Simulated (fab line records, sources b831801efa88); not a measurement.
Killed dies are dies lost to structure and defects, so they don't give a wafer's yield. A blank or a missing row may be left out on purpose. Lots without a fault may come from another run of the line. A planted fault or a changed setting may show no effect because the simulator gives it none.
Which tool did it? | flow gf180mcu | 13 lots, 39 wafers sampled, at 1 step of a route of 602

WHAT THE GAUGES READ, wafer by wafer
GF_V1_OVL_MEAS_15.
lot  | measured     | on         | V1_OVL (nm)
L185 | day 18 10:59 | overlay-02 | 4 7 -3
L186 | day 18 21:46 | overlay-01 | 3 -20 2
L187 | day 19 01:01 | overlay-02 | 0 2 8
L188 | day 19 17:43 | overlay-01 | 0 -10 -3
L190 | day 20 03:28 | overlay-02 | -8 7 5
L191 | day 21 01:50 | overlay-01 | 7 0 -1
L192 | day 21 03:19 | overlay-01 | 0 -1 2
L198 | day 23 12:14 | overlay-01 | -1 -9 -4
L201 | day 24 09:38 | overlay-01 | -2 0 -9
L202 | day 24 16:50 | overlay-01 | 7 7 4
L203 | day 24 22:43 | overlay-02 | 5 0 -2
L205 | day 25 14:03 | overlay-01 | -7 0 -6
L206 | day 25 23:34 | overlay-01 | -6 -10 -13

WHICH TOOL RAN EACH LOT (tool, then ch and the chambers of the sampled wafers, then the start)
The record holds no process step before these readings.

WHAT THE TOOLS THEMSELVES READ (means of the sampled wafers that have a number; where no wafer has one, the mark that the record gives instead)
The record holds no such reading with a usual standard deviation.

THE ANSWER, worked out from the rows above alone
Rule: what is usual is taken from the lots themselves. Put in order of their means at a reading, lots are off if they are a third of the lots or fewer, leave a main group of 4 or more, and stand apart from it by a gap of 3 or more times the standard deviation of the main group's means; of several such gaps the widest counts. A main group whose means are all the same, to the digits that the tables above print for the reading, isn't used. A lot without any number at a reading at which 4 lots or more have one is off too. The other lots that the step has rows for count as sound. The gauges are gone through in route order, then the tools' own readings, and for those a lot's mean is taken as printed above. The first step at which some lot is off is used, and at that step the reading that is off furthest; a lot without a number counts as furthest.
No lot is off at any reading shown: from this, nothing can be told.

WHAT THE SIMULATOR HAD PUT IN
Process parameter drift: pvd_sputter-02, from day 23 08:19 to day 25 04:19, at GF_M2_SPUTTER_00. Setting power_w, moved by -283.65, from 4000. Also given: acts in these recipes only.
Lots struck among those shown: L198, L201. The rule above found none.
